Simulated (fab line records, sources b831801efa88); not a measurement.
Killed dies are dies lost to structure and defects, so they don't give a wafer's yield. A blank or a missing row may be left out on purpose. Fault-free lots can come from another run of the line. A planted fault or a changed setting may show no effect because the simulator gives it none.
fab line records :: flow gf180mcu :: part 2 of 2: steps 28 to 35 of 35
[record]
  lots = 5
  wafers = 15
  last-day = 34
route steps=602 shown M4@471 V4@476 MIM@503
lots that met no fault: taken from a fault-free run of the same line
start-h: hours from the record's first day to the start of the lot's first wafer shown :: wait-h: how many hours have passed since the lot's step before this one :: " the same as in the row above :: L1.1+2: a single row standing in for several wafers :: - no value, or no start was given :: * or withheld: withheld :: < > ~ a bound
route shown NAME@n: a module of which the file shows steps, and the number in the route of the first :: usual: mean/standard deviation taken from wafers without a fault :: same: alike in all rows :: chamber/n: place in a boat :: sites: each site's reading :: _std_site: the standard deviation of these :: _edge_site: inner sites' mean taken away from outer sites' mean :: radius-mm: how far each site lies from the wafer's centre :: mask NAME#n: copy n :: behind: the most recent tool/chamber to have shaped the wafer :: hold: cause of the lot's hold/its duration in hours/its outcome :: device: the transistor (n, p or np) that didn't switch :: end of line: the tests these same wafers got at the end of their route :: step lacking rows: just its recipe :: killed: the dies lost at the first sort to structure and to defects; this is not the yield of the wafer :: map: shows each die of a wafer: x if killed, . if not, _ if none is there
set.NAME: the setting the step ran with; set.NAME@STEP: the setting that earlier step ran with :: model.NAME: the simulator's own value behind a step, which no gauge read
a table for each step, a row for each wafer; lots at some steps of the route
services: a tool's chamber out of use, with start hour (start-h, from the record's first day; less than 0 if before it), hours out, and reason
[[steps]]
[step GF_V4_SPUTTER_22]
[recipe]
  material = TiN
  target-thk-nm = 10
  chamber-pressure-pa = 5
  power-w = 4000
  time-s = 40
[usual]
  chamber-pressure-pa = 4.998/0.011
  throttle-valve-pct = 30.6/0.97
lot.wafer: L077.1
tool: pvd-sputter-04
chamber: -
start-h: 582.81
wait-h: 0.0
chamber-pressure-pa: 4.981
throttle-valve-pct: 30.8

lot.wafer: L077.2
tool: pvd-sputter-04
chamber: -
start-h: 582.81
wait-h: 0.0
chamber-pressure-pa: 5.011
throttle-valve-pct: 30.5

lot.wafer: L077.3
tool: pvd-sputter-04
chamber: -
start-h: 582.81
wait-h: 0.0
chamber-pressure-pa: 4.995
throttle-valve-pct: 32.0

lot.wafer: L078.3
tool: pvd-sputter-03
chamber: -
start-h: 596.80
wait-h: 0.0
chamber-pressure-pa: 4.998
throttle-valve-pct: 28.8

lot.wafer: L078.4
tool: pvd-sputter-03
chamber: -
start-h: 596.80
wait-h: 0.0
chamber-pressure-pa: 4.993
throttle-valve-pct: 30.5

lot.wafer: L078.5
tool: pvd-sputter-03
chamber: -
start-h: 596.80
wait-h: 0.0
chamber-pressure-pa: 4.977
throttle-valve-pct: 30.5

lot.wafer: L082.1
tool: pvd-sputter-04
chamber: -
start-h: 633.04
wait-h: 0.0
chamber-pressure-pa: 5.011
throttle-valve-pct: 30.3

lot.wafer: L082.2
tool: pvd-sputter-04
chamber: -
start-h: 633.04
wait-h: 0.0
chamber-pressure-pa: 5.009
throttle-valve-pct: 30.9

lot.wafer: L082.4
tool: pvd-sputter-04
chamber: -
start-h: 633.04
wait-h: 0.0
chamber-pressure-pa: 4.992
throttle-valve-pct: 32.0

lot.wafer: L089.1
tool: pvd-sputter-02
chamber: -
start-h: 683.95
wait-h: 0.0
chamber-pressure-pa: 4.973
throttle-valve-pct: 31.0

lot.wafer: L089.3
tool: pvd-sputter-02
chamber: -
start-h: 683.95
wait-h: 0.0
chamber-pressure-pa: 5.008
throttle-valve-pct: 29.0

lot.wafer: L089.5
tool: pvd-sputter-02
chamber: -
start-h: 683.95
wait-h: 0.0
chamber-pressure-pa: 5.006
throttle-valve-pct: 29.0

lot.wafer: L097.3
tool: pvd-sputter-03
chamber: -
start-h: 725.70
wait-h: 0.0
chamber-pressure-pa: 5.003
throttle-valve-pct: 28.5

lot.wafer: L097.4
tool: pvd-sputter-03
chamber: -
start-h: 725.70
wait-h: 0.0
chamber-pressure-pa: 4.992
throttle-valve-pct: 31.5

lot.wafer: L097.6
tool: pvd-sputter-03
chamber: -
start-h: 725.70
wait-h: 0.0
chamber-pressure-pa: 4.994
throttle-valve-pct: 31.5
[step GF_V4_CVD_23]
[recipe]
  material = W
  target-thk-nm = 350
  time-s = 104.9
  temp-c = 400
  pressure-torr = 40
[usual]
  heater-power-w = 909/76
lot.wafer: L077.1
tool: cvd-w-01
chamber: 0
start-h: 582.85
wait-h: 0.0
heater-power-w: 836

lot.wafer: L077.2
tool: cvd-w-01
chamber: 1
start-h: 582.85
wait-h: 0.0
heater-power-w: 991

lot.wafer: L077.3
tool: cvd-w-01
chamber: 0
start-h: 582.85
wait-h: 0.0
heater-power-w: 852

lot.wafer: L078.3
tool: cvd-w-02
chamber: 0
start-h: 596.87
wait-h: 0.1
heater-power-w: 819

lot.wafer: L078.4
tool: cvd-w-02
chamber: 1
start-h: 596.87
wait-h: 0.1
heater-power-w: 952

lot.wafer: L078.5
tool: cvd-w-02
chamber: 1
start-h: 596.87
wait-h: 0.1
heater-power-w: 961

lot.wafer: L082.1
tool: cvd-w-01
chamber: 0
start-h: 633.08
wait-h: 0.0
heater-power-w: 854

lot.wafer: L082.2
tool: cvd-w-01
chamber: 1
start-h: 633.08
wait-h: 0.0
heater-power-w: 1011

lot.wafer: L082.4
tool: cvd-w-01
chamber: 0
start-h: 633.08
wait-h: 0.0
heater-power-w: 841

lot.wafer: L089.1
tool: cvd-w-02
chamber: 1
start-h: 683.99
wait-h: 0.0
heater-power-w: 963

lot.wafer: L089.3
tool: cvd-w-02
chamber: 0
start-h: 683.99
wait-h: 0.0
heater-power-w: 806

lot.wafer: L089.5
tool: cvd-w-02
chamber: 0
start-h: 683.99
wait-h: 0.0
heater-power-w: 802

lot.wafer: L097.3
tool: cvd-w-02
chamber: 0
start-h: 725.77
wait-h: 0.1
heater-power-w: 832

lot.wafer: L097.4
tool: cvd-w-02
chamber: 1
start-h: 725.77
wait-h: 0.1
heater-power-w: 971

lot.wafer: L097.6
tool: cvd-w-02
chamber: 1
start-h: 725.77
wait-h: 0.1
heater-power-w: 952
[step GF_V4_RS_MEAS_24]
[recipe]
  thk-meas-gauge = four-point-probe
  reads = W_of_V4_CVD_23+TiN_of_V4_SPUTTER_22+Ti_of_V4_SPUTTER_21
[usual]
  V4_W_RS = 0.324/0.0053
lot.wafer: L077.1
tool: film-metro-01
chamber: -
start-h: 582.96
wait-h: 0.1
V4_W_RS[ohm/sq]: 0.323

lot.wafer: L077.2
tool: film-metro-01
chamber: -
start-h: 582.96
wait-h: 0.1
V4_W_RS[ohm/sq]: 0.324

lot.wafer: L077.3
tool: film-metro-01
chamber: -
start-h: 582.96
wait-h: 0.1
V4_W_RS[ohm/sq]: 0.317

lot.wafer: L078.3
tool: film-metro-03
chamber: -
start-h: 596.99
wait-h: 0.1
V4_W_RS[ohm/sq]: 0.324

lot.wafer: L078.4
tool: film-metro-03
chamber: -
start-h: 596.99
wait-h: 0.1
V4_W_RS[ohm/sq]: 0.336

lot.wafer: L078.5
tool: film-metro-03
chamber: -
start-h: 596.99
wait-h: 0.1
V4_W_RS[ohm/sq]: 0.333

lot.wafer: L082.1
tool: film-metro-01
chamber: -
start-h: 633.19
wait-h: 0.1
V4_W_RS[ohm/sq]: 0.324

lot.wafer: L082.2
tool: film-metro-01
chamber: -
start-h: 633.19
wait-h: 0.1
V4_W_RS[ohm/sq]: 0.322

lot.wafer: L082.4
tool: film-metro-01
chamber: -
start-h: 633.19
wait-h: 0.1
V4_W_RS[ohm/sq]: 0.322

lot.wafer: L089.1
tool: film-metro-01
chamber: -
start-h: 684.10
wait-h: 0.1
V4_W_RS[ohm/sq]: 0.332

lot.wafer: L089.3
tool: film-metro-01
chamber: -
start-h: 684.10
wait-h: 0.1
V4_W_RS[ohm/sq]: 0.328

lot.wafer: L089.5
tool: film-metro-01
chamber: -
start-h: 684.10
wait-h: 0.1
V4_W_RS[ohm/sq]: 0.328

lot.wafer: L097.3
tool: film-metro-04
chamber: -
start-h: 725.89
wait-h: 0.1
V4_W_RS[ohm/sq]: 0.330

lot.wafer: L097.4
tool: film-metro-04
chamber: -
start-h: 725.89
wait-h: 0.1
V4_W_RS[ohm/sq]: 0.338

lot.wafer: L097.6
tool: film-metro-04
chamber: -
start-h: 725.89
wait-h: 0.1
V4_W_RS[ohm/sq]: 0.341
[step GF_V4_THK_MEAS_25]
[recipe]
  thk-meas-gauge = xrf
  reads = W_of_V4_CVD_23
[usual]
  V4_W_THK = 362/7.5
lot.wafer: L077.1
tool: film-metro-01
chamber: -
start-h: 583.08
wait-h: 0.1
V4_W_THK[nm]: 363

lot.wafer: L077.2
tool: film-metro-01
chamber: -
start-h: 583.08
wait-h: 0.1
V4_W_THK[nm]: 360

lot.wafer: L077.3
tool: film-metro-01
chamber: -
start-h: 583.08
wait-h: 0.1
V4_W_THK[nm]: 370

lot.wafer: L078.3
tool: film-metro-03
chamber: -
start-h: 597.09
wait-h: 0.1
V4_W_THK[nm]: 360

lot.wafer: L078.4
tool: film-metro-03
chamber: -
start-h: 597.09
wait-h: 0.1
V4_W_THK[nm]: 348

lot.wafer: L078.5
tool: film-metro-03
chamber: -
start-h: 597.09
wait-h: 0.1
V4_W_THK[nm]: 348

lot.wafer: L082.1
tool: film-metro-01
chamber: -
start-h: 633.31
wait-h: 0.1
V4_W_THK[nm]: 358

lot.wafer: L082.2
tool: film-metro-01
chamber: -
start-h: 633.31
wait-h: 0.1
V4_W_THK[nm]: 363

lot.wafer: L082.4
tool: film-metro-01
chamber: -
start-h: 633.31
wait-h: 0.1
V4_W_THK[nm]: 359

lot.wafer: L089.1
tool: film-metro-01
chamber: -
start-h: 684.22
wait-h: 0.1
V4_W_THK[nm]: 354

lot.wafer: L089.3
tool: film-metro-01
chamber: -
start-h: 684.22
wait-h: 0.1
V4_W_THK[nm]: 357

lot.wafer: L089.5
tool: film-metro-01
chamber: -
start-h: 684.22
wait-h: 0.1
V4_W_THK[nm]: 356

lot.wafer: L097.3
tool: film-metro-04
chamber: -
start-h: 725.99
wait-h: 0.1
V4_W_THK[nm]: 349

lot.wafer: L097.4
tool: film-metro-04
chamber: -
start-h: 725.99
wait-h: 0.1
V4_W_THK[nm]: 342

lot.wafer: L097.6
tool: film-metro-04
chamber: -
start-h: 725.99
wait-h: 0.1
V4_W_THK[nm]: 336
[step GF_V4_CMP_26]
[recipe]
  stop-on = SiO2
  down-force-psi = 3.5
  platen-rpm = 60
  t-overpolish-s = 15
  target-thk-nm = 0
  pad-velocity-m-s = 0.94248
[usual]
  motor-current-A = 12.2/0.74
  overpolish-run-s = 15.000/0.01
  slurry-filter-dp-kPa = 13.48/0.15
  time-to-endpoint-s = 87/3.8
lot.wafer: L077.1
tool: cmp-02
chamber: 0
start-h: 583.14
wait-h: 0.1
motor-current-A: 12.4
overpolish-run-s: 15.011
slurry-filter-dp-kPa: 13.45
time-to-endpoint-s: 88

lot.wafer: L077.3
tool: cmp-02
chamber: 2
start-h: 583.14
wait-h: 0.1
motor-current-A: 12.7
overpolish-run-s: 15.001
slurry-filter-dp-kPa: 13.39
time-to-endpoint-s: 87

lot.wafer: L077.2
tool: cmp-02
chamber: 3
start-h: 583.14
wait-h: 0.1
motor-current-A: 12.1
overpolish-run-s: 14.982
slurry-filter-dp-kPa: 13.46
time-to-endpoint-s: 87

lot.wafer: L078.4
tool: cmp-01
chamber: 3
start-h: 597.13
wait-h: 0.0
motor-current-A: 11.1
overpolish-run-s: 15.000
slurry-filter-dp-kPa: 13.46
time-to-endpoint-s: 83

lot.wafer: L078.3
tool: cmp-01
chamber: 2
start-h: 597.13
wait-h: 0.0
motor-current-A: 12.2
overpolish-run-s: 15.012
slurry-filter-dp-kPa: 13.57
time-to-endpoint-s: 92

lot.wafer: L078.5
tool: cmp-01
chamber: 3
start-h: 597.13
wait-h: 0.0
motor-current-A: 11.6
overpolish-run-s: 14.985
slurry-filter-dp-kPa: 13.41
time-to-endpoint-s: 83

lot.wafer: L082.2
tool: cmp-01
chamber: 0
start-h: 633.48
wait-h: 0.1
motor-current-A: 11.1
overpolish-run-s: 14.999
slurry-filter-dp-kPa: 13.86
time-to-endpoint-s: 88

lot.wafer: L082.4
tool: cmp-01
chamber: 1
start-h: 633.48
wait-h: 0.1
motor-current-A: 13.2
overpolish-run-s: 15.004
slurry-filter-dp-kPa: 13.50
time-to-endpoint-s: 88

lot.wafer: L082.1
tool: cmp-01
chamber: 2
start-h: 633.48
wait-h: 0.1
motor-current-A: 12.2
overpolish-run-s: 14.989
slurry-filter-dp-kPa: 13.49
time-to-endpoint-s: 95

lot.wafer: L089.3
tool: cmp-02
chamber: 1
start-h: 684.28
wait-h: 0.0
motor-current-A: 12.8
overpolish-run-s: 14.990
slurry-filter-dp-kPa: 13.54
time-to-endpoint-s: 83

lot.wafer: L089.1
tool: cmp-02
chamber: 0
start-h: 684.28
wait-h: 0.0
motor-current-A: 12.8
overpolish-run-s: 15.002
slurry-filter-dp-kPa: 13.59
time-to-endpoint-s: 91

lot.wafer: L089.5
tool: cmp-02
chamber: 1
start-h: 684.28
wait-h: 0.0
motor-current-A: 12.0
overpolish-run-s: 15.014
slurry-filter-dp-kPa: 13.53
time-to-endpoint-s: 82

lot.wafer: L097.4
tool: cmp-02
chamber: 0
start-h: 726.28
wait-h: 0.3
motor-current-A: 12.9
overpolish-run-s: 14.986
slurry-filter-dp-kPa: 13.65
time-to-endpoint-s: 89

lot.wafer: L097.3
tool: cmp-02
chamber: 3
start-h: 726.28
wait-h: 0.3
motor-current-A: 11.1
overpolish-run-s: 15.006
slurry-filter-dp-kPa: 13.40
time-to-endpoint-s: 93

lot.wafer: L097.6
tool: cmp-02
chamber: 0
start-h: 726.28
wait-h: 0.3
motor-current-A: 12.6
overpolish-run-s: 14.995
slurry-filter-dp-kPa: 13.16
time-to-endpoint-s: 88
[step GF_MIM_SPUTTER_00]
[recipe]
  material = Ti
  target-thk-nm = 37.5
  arriving-ion-energy-ev = 80
  substrate-temp-c = 200
  chamber-pressure-pa = 2
  power-w = 4000
  time-s = 150
[usual]
  chamber-pressure-pa = 2.000/0.0041
  throttle-valve-pct = 30.6/1.1
lot.wafer: L077.1
tool: pvd-sputter-01
chamber: -
start-h: 583.44
wait-h: 0.2
chamber-pressure-pa: 1.995
throttle-valve-pct: 30.9

lot.wafer: L077.2
tool: pvd-sputter-01
chamber: -
start-h: 583.44
wait-h: 0.2
chamber-pressure-pa: 2.001
throttle-valve-pct: 29.1

lot.wafer: L077.3
tool: pvd-sputter-01
chamber: -
start-h: 583.44
wait-h: 0.2
chamber-pressure-pa: 2.003
throttle-valve-pct: 30.8

lot.wafer: L078.3
tool: pvd-sputter-01
chamber: -
start-h: 597.43
wait-h: 0.1
chamber-pressure-pa: 1.989
throttle-valve-pct: 29.0

lot.wafer: L078.4
tool: pvd-sputter-01
chamber: -
start-h: 597.43
wait-h: 0.1
chamber-pressure-pa: 2.001
throttle-valve-pct: 31.8

lot.wafer: L078.5
tool: pvd-sputter-01
chamber: -
start-h: 597.43
wait-h: 0.1
chamber-pressure-pa: 2.002
throttle-valve-pct: 31.3

lot.wafer: L082.1
tool: pvd-sputter-02
chamber: -
start-h: 633.73
wait-h: 0.1
chamber-pressure-pa: 2.002
throttle-valve-pct: 29.1

lot.wafer: L082.2
tool: pvd-sputter-02
chamber: -
start-h: 633.73
wait-h: 0.1
chamber-pressure-pa: 2.011
throttle-valve-pct: 30.9

lot.wafer: L082.4
tool: pvd-sputter-02
chamber: -
start-h: 633.73
wait-h: 0.1
chamber-pressure-pa: 2.004
throttle-valve-pct: 31.1

lot.wafer: L089.1
tool: pvd-sputter-04
chamber: -
start-h: 684.58
wait-h: 0.1
chamber-pressure-pa: 1.997
throttle-valve-pct: 30.6

lot.wafer: L089.3
tool: pvd-sputter-04
chamber: -
start-h: 684.58
wait-h: 0.1
chamber-pressure-pa: 1.996
throttle-valve-pct: 32.1

lot.wafer: L089.5
tool: pvd-sputter-04
chamber: -
start-h: 684.58
wait-h: 0.1
chamber-pressure-pa: 2.001
throttle-valve-pct: 30.9

lot.wafer: L097.3
tool: pvd-sputter-04
chamber: -
start-h: 726.58
wait-h: 0.1
chamber-pressure-pa: 2.003
throttle-valve-pct: 30.7

lot.wafer: L097.4
tool: pvd-sputter-04
chamber: -
start-h: 726.58
wait-h: 0.1
chamber-pressure-pa: 2.001
throttle-valve-pct: 30.5

lot.wafer: L097.6
tool: pvd-sputter-04
chamber: -
start-h: 726.58
wait-h: 0.1
chamber-pressure-pa: 2.001
throttle-valve-pct: 30.9
[step GF_MIM_SPUTTER_01]
[recipe]
  material = TiN
  target-thk-nm = 30
  power-w = 6500
  time-s = 25
  chamber-pressure-pa = 0.4
[usual]
  chamber-pressure-pa = 0.4000/0.0008
  throttle-valve-pct = 30.6/1.1
lot.wafer: L077.1
tool: pvd-sputter-01
chamber: -
start-h: 583.54
wait-h: 0.1
chamber-pressure-pa: 0.3998
throttle-valve-pct: 31.2

lot.wafer: L077.2
tool: pvd-sputter-01
chamber: -
start-h: 583.54
wait-h: 0.1
chamber-pressure-pa: 0.4011
throttle-valve-pct: 29.2

lot.wafer: L077.3
tool: pvd-sputter-01
chamber: -
start-h: 583.54
wait-h: 0.1
chamber-pressure-pa: 0.4001
throttle-valve-pct: 30.9

lot.wafer: L078.3
tool: pvd-sputter-01
chamber: -
start-h: 597.53
wait-h: 0.1
chamber-pressure-pa: 0.3989
throttle-valve-pct: 28.8

lot.wafer: L078.4
tool: pvd-sputter-01
chamber: -
start-h: 597.53
wait-h: 0.1
chamber-pressure-pa: 0.4001
throttle-valve-pct: 31.9

lot.wafer: L078.5
tool: pvd-sputter-01
chamber: -
start-h: 597.53
wait-h: 0.1
chamber-pressure-pa: 0.4006
throttle-valve-pct: 31.1

lot.wafer: L082.1
tool: pvd-sputter-02
chamber: -
start-h: 633.83
wait-h: 0.1
chamber-pressure-pa: 0.3983
throttle-valve-pct: 28.6

lot.wafer: L082.2
tool: pvd-sputter-02
chamber: -
start-h: 633.83
wait-h: 0.1
chamber-pressure-pa: 0.3985
throttle-valve-pct: 30.7

lot.wafer: L082.4
tool: pvd-sputter-02
chamber: -
start-h: 633.83
wait-h: 0.1
chamber-pressure-pa: 0.4002
throttle-valve-pct: 30.8

lot.wafer: L089.1
tool: pvd-sputter-04
chamber: -
start-h: 684.68
wait-h: 0.1
chamber-pressure-pa: 0.4006
throttle-valve-pct: 30.7

lot.wafer: L089.3
tool: pvd-sputter-04
chamber: -
start-h: 684.68
wait-h: 0.1
chamber-pressure-pa: 0.4007
throttle-valve-pct: 32.2

lot.wafer: L089.5
tool: pvd-sputter-04
chamber: -
start-h: 684.68
wait-h: 0.1
chamber-pressure-pa: 0.3995
throttle-valve-pct: 30.9

lot.wafer: L097.3
tool: pvd-sputter-04
chamber: -
start-h: 726.68
wait-h: 0.1
chamber-pressure-pa: 0.3996
throttle-valve-pct: 30.9

lot.wafer: L097.4
tool: pvd-sputter-04
chamber: -
start-h: 726.68
wait-h: 0.1
chamber-pressure-pa: 0.4008
throttle-valve-pct: 30.7

lot.wafer: L097.6
tool: pvd-sputter-04
chamber: -
start-h: 726.68
wait-h: 0.1
chamber-pressure-pa: 0.4011
throttle-valve-pct: 30.8
[step GF_MIM_SPUTTER_02]
[recipe]
  material = AlCu
  target-thk-nm = 450
  power-w = 10600
  time-s = 23.9
  chamber-pressure-pa = 0.4
[usual]
  chamber-pressure-pa = 0.4000/0.00077
  throttle-valve-pct = 30.6/1.1
lot.wafer: L077.1
tool: pvd-sputter-01
chamber: -
start-h: 583.57
wait-h: 0.0
chamber-pressure-pa: 0.4016
throttle-valve-pct: 31.2

lot.wafer: L077.2
tool: pvd-sputter-01
chamber: -
start-h: 583.57
wait-h: 0.0
chamber-pressure-pa: 0.4001
throttle-valve-pct: 29.0

lot.wafer: L077.3
tool: pvd-sputter-01
chamber: -
start-h: 583.57
wait-h: 0.0
chamber-pressure-pa: 0.3996
throttle-valve-pct: 30.7

lot.wafer: L078.3
tool: pvd-sputter-01
chamber: -
start-h: 597.56
wait-h: 0.0
chamber-pressure-pa: 0.4004
throttle-valve-pct: 28.9

lot.wafer: L078.4
tool: pvd-sputter-01
chamber: -
start-h: 597.56
wait-h: 0.0
chamber-pressure-pa: 0.4015
throttle-valve-pct: 31.8

lot.wafer: L078.5
tool: pvd-sputter-01
chamber: -
start-h: 597.56
wait-h: 0.0
chamber-pressure-pa: 0.4005
throttle-valve-pct: 31.2

lot.wafer: L082.1
tool: pvd-sputter-02
chamber: -
start-h: 633.86
wait-h: 0.0
chamber-pressure-pa: 0.3988
throttle-valve-pct: 28.6

lot.wafer: L082.2
tool: pvd-sputter-02
chamber: -
start-h: 633.86
wait-h: 0.0
chamber-pressure-pa: 0.4014
throttle-valve-pct: 30.9

lot.wafer: L082.4
tool: pvd-sputter-02
chamber: -
start-h: 633.86
wait-h: 0.0
chamber-pressure-pa: 0.4000
throttle-valve-pct: 31.3

lot.wafer: L089.1
tool: pvd-sputter-04
chamber: -
start-h: 684.71
wait-h: 0.0
chamber-pressure-pa: 0.4006
throttle-valve-pct: 30.5

lot.wafer: L089.3
tool: pvd-sputter-04
chamber: -
start-h: 684.71
wait-h: 0.0
chamber-pressure-pa: 0.3997
throttle-valve-pct: 32.2

lot.wafer: L089.5
tool: pvd-sputter-04
chamber: -
start-h: 684.71
wait-h: 0.0
chamber-pressure-pa: 0.3992
throttle-valve-pct: 30.6

lot.wafer: L097.3
tool: pvd-sputter-04
chamber: -
start-h: 726.71
wait-h: 0.0
chamber-pressure-pa: 0.3999
throttle-valve-pct: 30.5

lot.wafer: L097.4
tool: pvd-sputter-04
chamber: -
start-h: 726.71
wait-h: 0.0
chamber-pressure-pa: 0.3999
throttle-valve-pct: 30.6

lot.wafer: L097.6
tool: pvd-sputter-04
chamber: -
start-h: 726.71
wait-h: 0.0
chamber-pressure-pa: 0.4006
throttle-valve-pct: 30.9
[[services]]
tool: rie-diel-01
chamber: 0
start-h: 536.68
hours: 7.5
kind: repair

tool: hdpcvd-02
chamber: -
start-h: 539.25
hours: 15.0
kind: pm

tool: pvd-sputter-03
chamber: -
start-h: 544.75
hours: 7.7
kind: repair

tool: pvd-sputter-04
chamber: -
start-h: 556.84
hours: 7.5
kind: repair

tool: rie-diel-01
chamber: 1
start-h: 569.55
hours: 4.9
kind: repair

tool: cmp-01
chamber: -
start-h: 572.13
hours: 4.0
kind: pm

tool: rie-diel-01
chamber: 2
start-h: 577.51
hours: 8.2
kind: repair

tool: krf-scanner-01
chamber: -
start-h: 579.40
hours: 1.3
kind: pm

tool: rie-diel-04
chamber: -
start-h: 590.78
hours: 1.1
kind: repair

tool: rie-diel-04
chamber: 2
start-h: 596.95
hours: 3.9
kind: repair

tool: rie-diel-01
chamber: 3
start-h: 600.93
hours: 6.2
kind: repair

tool: krf-scanner-01
chamber: -
start-h: 601.85
hours: 0.8
kind: pm

tool: cmp-02
chamber: -
start-h: 609.13
hours: 4.4
kind: repair

tool: cmp-02
chamber: -
start-h: 612.42
hours: 1.9
kind: repair

tool: krf-scanner-01
chamber: -
start-h: 616.79
hours: 1.0
kind: pm

tool: cmp-01
chamber: -
start-h: 625.43
hours: 2.0
kind: repair

tool: cmp-02
chamber: -
start-h: 627.82
hours: 0.2
kind: repair

tool: wet-bench-02
chamber: -
start-h: 631.16
hours: 44.0
kind: pm

tool: cmp-02
chamber: -
start-h: 631.86
hours: 1.9
kind: repair

tool: pvd-sputter-02
chamber: -
start-h: 634.24
hours: 4.5
kind: repair

tool: cmp-01
chamber: -
start-h: 637.40
hours: 1.0
kind: repair

tool: pvd-sputter-01
chamber: -
start-h: 641.79
hours: 1.9
kind: repair

tool: cmp-02
chamber: -
start-h: 661.89
hours: 4.4
kind: repair

tool: pvd-sputter-01
chamber: -
start-h: 691.41
hours: 2.0
kind: repair
